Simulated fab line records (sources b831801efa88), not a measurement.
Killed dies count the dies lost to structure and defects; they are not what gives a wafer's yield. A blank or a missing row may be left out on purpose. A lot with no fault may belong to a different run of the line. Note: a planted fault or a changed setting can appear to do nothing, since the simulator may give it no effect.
Matching of chambers -- flow sky130 -- rie diel-04 running SKY_METAL4_ETCH_17: 4 sister chambers
The step etches SiO2 in C4F8/O2/Ar, stops on TiN, time 3.9 s, target depth 15 nm. 4 wafers are shown with their chamber, then 7 later ones without.

WAFERS PAIRED WITH THEIR CHAMBERS
wafer,chamber,bias w (W)
L898.2,3,1199
L904.3,0,1200
L905.3,1,1197
L905.5,2,1201

WAFERS WITH NO CHAMBER GIVEN
wafer,bias w (W)
L905.6,1202
L909.2,1203
L909.3,1197
L909.6,1202
L915.1,1193
L915.4,1195
L915.6,1195

EACH ONE'S CHAMBER
wafer,from the rows above,in truth
L905.6,can't be placed: 2 or 0 or 3 or 1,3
L909.2,can't be placed: 2 or 0 or 3 or 1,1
L909.3,can't be placed: 1 or 3 or 0 or 2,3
L909.6,can't be placed: 2 or 0 or 3 or 1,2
L915.1,can't be placed: 1 or 3 or 0 or 2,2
L915.4,can't be placed: 1 or 3 or 0 or 2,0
L915.6,can't be placed: 1 or 3 or 0 or 2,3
0 of 7 placed correctly. Can't be placed from these rows: 7 (the true chamber is among the candidates in 7). 0 placed wrongly.
How it was worked out, from the rows above alone: a wafer's distance from a chamber is the root of the sum, over the readings, of the square of ((its reading less the chamber's mean) divided by the reading's scatter). If the next closest chamber is less than 2 further off than the closest, the wafer can't be placed; otherwise it belongs to the closest. A chamber's mean is the mean of its shown wafers. The scatter: root of mean squared gap, hidden wafer to nearest shown wafer, with one shown wafer a chamber.
